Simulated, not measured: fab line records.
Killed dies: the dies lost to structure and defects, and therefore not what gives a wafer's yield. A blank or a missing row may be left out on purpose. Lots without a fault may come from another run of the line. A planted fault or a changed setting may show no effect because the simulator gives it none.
The tool behind it: which one? || flow sky130 || 36 wafers from 12 lots sampled at 4 of the route's 708 steps

== WHAT THE GAUGES SHOWED, per wafer ==
SKY_PASSIVATION_THK_MEAS_01. Usual: PASSIVATION_CVD_00_THK typically reads 90.9 nm, with standard deviation 1.5.
{"lot": "L586", "measured": "day 44 08:11", "on": "film_metro-03", "PASSIVATION_CVD_00_THK (nm)": "91.1 91.4 91.0", "flag": ""}
{"lot": "L587", "measured": "day 45 05:13", "on": "film_metro-02", "PASSIVATION_CVD_00_THK (nm)": "88.4 89.5 92.1", "flag": ""}
{"lot": "L588", "measured": "day 45 05:31", "on": "film_metro-04", "PASSIVATION_CVD_00_THK (nm)": "91.4 90.4 91.9", "flag": ""}
{"lot": "L590", "measured": "day 45 06:08", "on": "film_metro-02", "PASSIVATION_CVD_00_THK (nm)": "92.4 92.8 90.8", "flag": ""}
{"lot": "L589", "measured": "day 45 16:09", "on": "film_metro-04", "PASSIVATION_CVD_00_THK (nm)": "93.3 92.9 91.6", "flag": ""}
{"lot": "L592", "measured": "day 47 13:00", "on": "film_metro-04", "PASSIVATION_CVD_00_THK (nm)": "91.3 92.2 93.3", "flag": ""}
{"lot": "L596", "measured": "day 47 13:54", "on": "film_metro-03", "PASSIVATION_CVD_00_THK (nm)": "90.2 90.5 90.9", "flag": ""}
{"lot": "L594", "measured": "day 47 18:04", "on": "film_metro-03", "PASSIVATION_CVD_00_THK (nm)": "89.5 90.4 91.5", "flag": ""}
{"lot": "L599", "measured": "day 47 17:55", "on": "film_metro-04", "PASSIVATION_CVD_00_THK (nm)": "89.1 88.0 88.2", "flag": ""}
{"lot": "L600", "measured": "day 47 19:37", "on": "film_metro-03", "PASSIVATION_CVD_00_THK (nm)": "91.3 89.8 94.0", "flag": ""}
{"lot": "L604", "measured": "day 48 18:11", "on": "film_metro-03", "PASSIVATION_CVD_00_THK (nm)": "88.1 90.5 90.5", "flag": ""}
{"lot": "L607", "measured": "day 49 07:52", "on": "film_metro-03", "PASSIVATION_CVD_00_THK (nm)": "89.2 90.7 91.6", "flag": ""}

SKY_PASSIVATION_THK_MEAS_03. Usual: PASSIVATION_CVD_02_THK typically reads 538 nm, with standard deviation 7.2.
{"lot": "L586", "measured": "day 44 08:28", "on": "film_metro-03", "PASSIVATION_CVD_02_THK (nm)": "530 542 542", "flag": ""}
{"lot": "L587", "measured": "day 45 05:29", "on": "film_metro-03", "PASSIVATION_CVD_02_THK (nm)": "537 547 543", "flag": ""}
{"lot": "L588", "measured": "day 45 05:47", "on": "film_metro-04", "PASSIVATION_CVD_02_THK (nm)": "533 541 543", "flag": ""}
{"lot": "L590", "measured": "day 45 06:25", "on": "film_metro-03", "PASSIVATION_CVD_02_THK (nm)": "533 542 536", "flag": ""}
{"lot": "L589", "measured": "day 45 16:26", "on": "film_metro-02", "PASSIVATION_CVD_02_THK (nm)": "540 539 543", "flag": ""}
{"lot": "L592", "measured": "day 47 13:17", "on": "film_metro-02", "PASSIVATION_CVD_02_THK (nm)": "529 538 539", "flag": ""}
{"lot": "L596", "measured": "day 47 14:11", "on": "film_metro-04", "PASSIVATION_CVD_02_THK (nm)": "537 549 551", "flag": ""}
{"lot": "L594", "measured": "day 47 18:21", "on": "film_metro-04", "PASSIVATION_CVD_02_THK (nm)": "528 529 533", "flag": ""}
{"lot": "L599", "measured": "day 47 18:12", "on": "film_metro-02", "PASSIVATION_CVD_02_THK (nm)": "529 524 532", "flag": ""}
{"lot": "L600", "measured": "day 47 19:54", "on": "film_metro-02", "PASSIVATION_CVD_02_THK (nm)": "541 529 549", "flag": ""}
{"lot": "L604", "measured": "day 48 18:28", "on": "film_metro-04", "PASSIVATION_CVD_02_THK (nm)": "540 532 545", "flag": ""}
{"lot": "L607", "measured": "day 49 08:09", "on": "film_metro-03", "PASSIVATION_CVD_02_THK (nm)": "538 547 553", "flag": ""}

== EACH LOT AND THE TOOL THAT RAN IT (in order: tool; ch and the chambers of the sampled wafers; start) ==
{"lot": "L586", "SKY_VIA3_SPUTTER_20": "pvd_sputter-03, day 40 04:12", "SKY_PASSIVATION_CVD_00": "pecvd-03 ch 0, day 44 08:10"}
{"lot": "L587", "SKY_VIA3_SPUTTER_20": "pvd_sputter-04, day 41 02:16", "SKY_PASSIVATION_CVD_00": "pecvd-03 ch 0,1,2, day 45 05:11"}
{"lot": "L588", "SKY_VIA3_SPUTTER_20": "pvd_sputter-01, day 41 02:56", "SKY_PASSIVATION_CVD_00": "pecvd-01 ch 1,2, day 45 05:29"}
{"lot": "L590", "SKY_VIA3_SPUTTER_20": "pvd_sputter-01, day 41 05:34", "SKY_PASSIVATION_CVD_00": "pecvd-02 ch 0,1,2, day 45 06:07"}
{"lot": "L589", "SKY_VIA3_SPUTTER_20": "pvd_sputter-03, day 41 14:58", "SKY_PASSIVATION_CVD_00": "pecvd-02 ch 1,2, day 45 16:07"}
{"lot": "L592", "SKY_VIA3_SPUTTER_20": "pvd_sputter-01, day 43 17:34", "SKY_PASSIVATION_CVD_00": "pecvd-03 ch 0,2, day 47 12:58"}
{"lot": "L596", "SKY_VIA3_SPUTTER_20": "pvd_sputter-01, day 43 18:48", "SKY_PASSIVATION_CVD_00": "pecvd-02 ch 1,2, day 47 13:52"}
{"lot": "L594", "SKY_VIA3_SPUTTER_20": "pvd_sputter-04, day 43 22:43", "SKY_PASSIVATION_CVD_00": "pecvd-02 ch 0,2, day 47 18:02"}
{"lot": "L599", "SKY_VIA3_SPUTTER_20": "pvd_sputter-01, day 43 22:43", "SKY_PASSIVATION_CVD_00": "pecvd-01 ch 0,1,2, day 47 17:53"}
{"lot": "L600", "SKY_VIA3_SPUTTER_20": "pvd_sputter-01, day 44 00:41", "SKY_PASSIVATION_CVD_00": "pecvd-02 ch 0,1,2, day 47 19:36"}
{"lot": "L604", "SKY_VIA3_SPUTTER_20": "pvd_sputter-03, day 45 01:30", "SKY_PASSIVATION_CVD_00": "pecvd-01 ch 0,2, day 48 18:09"}
{"lot": "L607", "SKY_VIA3_SPUTTER_20": "pvd_sputter-04, day 45 17:59", "SKY_PASSIVATION_CVD_00": "pecvd-01 ch 0,1,2, day 49 07:49"}
- SKY_VIA3_SPUTTER_20: material TiN, target thk 20 nm, time 80 s.
- SKY_PASSIVATION_CVD_00: deposits SiO2, target thk 90 nm.

== WHAT THE TOOLS THEMSELVES READ (means of the sampled wafers that have a number; where no wafer has one, the mark that the record gives instead) ==
SKY_VIA3_SPUTTER_20. Usual: throttle_valve_pct reads 29.7 % (standard deviation 1.1).
{"lot": "L586", "tool": "pvd_sputter-03", "throttle_valve_pct (%)": 30.6, "flag": ""}
{"lot": "L587", "tool": "pvd_sputter-04", "throttle_valve_pct (%)": 29.7, "flag": ""}
{"lot": "L588", "tool": "pvd_sputter-01", "throttle_valve_pct (%)": 29.2, "flag": ""}
{"lot": "L590", "tool": "pvd_sputter-01", "throttle_valve_pct (%)": 29.3, "flag": ""}
{"lot": "L589", "tool": "pvd_sputter-03", "throttle_valve_pct (%)": 30.1, "flag": ""}
{"lot": "L592", "tool": "pvd_sputter-01", "throttle_valve_pct (%)": 29.0, "flag": ""}
{"lot": "L596", "tool": "pvd_sputter-01", "throttle_valve_pct (%)": 28.5, "flag": ""}
{"lot": "L594", "tool": "pvd_sputter-04", "throttle_valve_pct (%)": 29.5, "flag": ""}
{"lot": "L599", "tool": "pvd_sputter-01", "throttle_valve_pct (%)": 29.1, "flag": ""}
{"lot": "L600", "tool": "pvd_sputter-01", "throttle_valve_pct (%)": 28.6, "flag": ""}
{"lot": "L604", "tool": "pvd_sputter-03", "throttle_valve_pct (%)": 30.8, "flag": ""}
{"lot": "L607", "tool": "pvd_sputter-04", "throttle_valve_pct (%)": 29.6, "flag": ""}

SKY_PASSIVATION_CVD_00. Usual: heater_power_w reads 611 W (standard deviation 75).
{"lot": "L586", "tool": "pecvd-03", "heater_power_w (W)": 632, "flag": ""}
{"lot": "L587", "tool": "pecvd-03", "heater_power_w (W)": 620, "flag": ""}
{"lot": "L588", "tool": "pecvd-01", "heater_power_w (W)": 607, "flag": ""}
{"lot": "L590", "tool": "pecvd-02", "heater_power_w (W)": 600, "flag": ""}
{"lot": "L589", "tool": "pecvd-02", "heater_power_w (W)": 588, "flag": ""}
{"lot": "L592", "tool": "pecvd-03", "heater_power_w (W)": 532, "flag": ""}
{"lot": "L596", "tool": "pecvd-02", "heater_power_w (W)": 574, "flag": ""}
{"lot": "L594", "tool": "pecvd-02", "heater_power_w (W)": 531, "flag": ""}
{"lot": "L599", "tool": "pecvd-01", "heater_power_w (W)": 628, "flag": ""}
{"lot": "L600", "tool": "pecvd-02", "heater_power_w (W)": 567, "flag": ""}
{"lot": "L604", "tool": "pecvd-01", "heater_power_w (W)": 564, "flag": ""}
{"lot": "L607", "tool": "pecvd-01", "heater_power_w (W)": 653, "flag": ""}

== THE ANSWER, worked out from the rows above alone ==
Rule: a lot is off if the mean of its wafers that have a number lies more than 3 standard deviations from the usual mean. Also off: a lot with no number at a reading for which 4 or more lots have one. All remaining lots with rows at the step are treated as sound. Order of review: gauges by route order, followed by the tools' own readings, for which a lot's mean as printed above is used. The first step at which some lot is off is used, and at that step the reading that is off furthest; a lot without a number counts as furthest.
No lot is off at any reading shown: from this, nothing can be told.

== WHAT WAS PUT IN BY THE SIMULATOR ==
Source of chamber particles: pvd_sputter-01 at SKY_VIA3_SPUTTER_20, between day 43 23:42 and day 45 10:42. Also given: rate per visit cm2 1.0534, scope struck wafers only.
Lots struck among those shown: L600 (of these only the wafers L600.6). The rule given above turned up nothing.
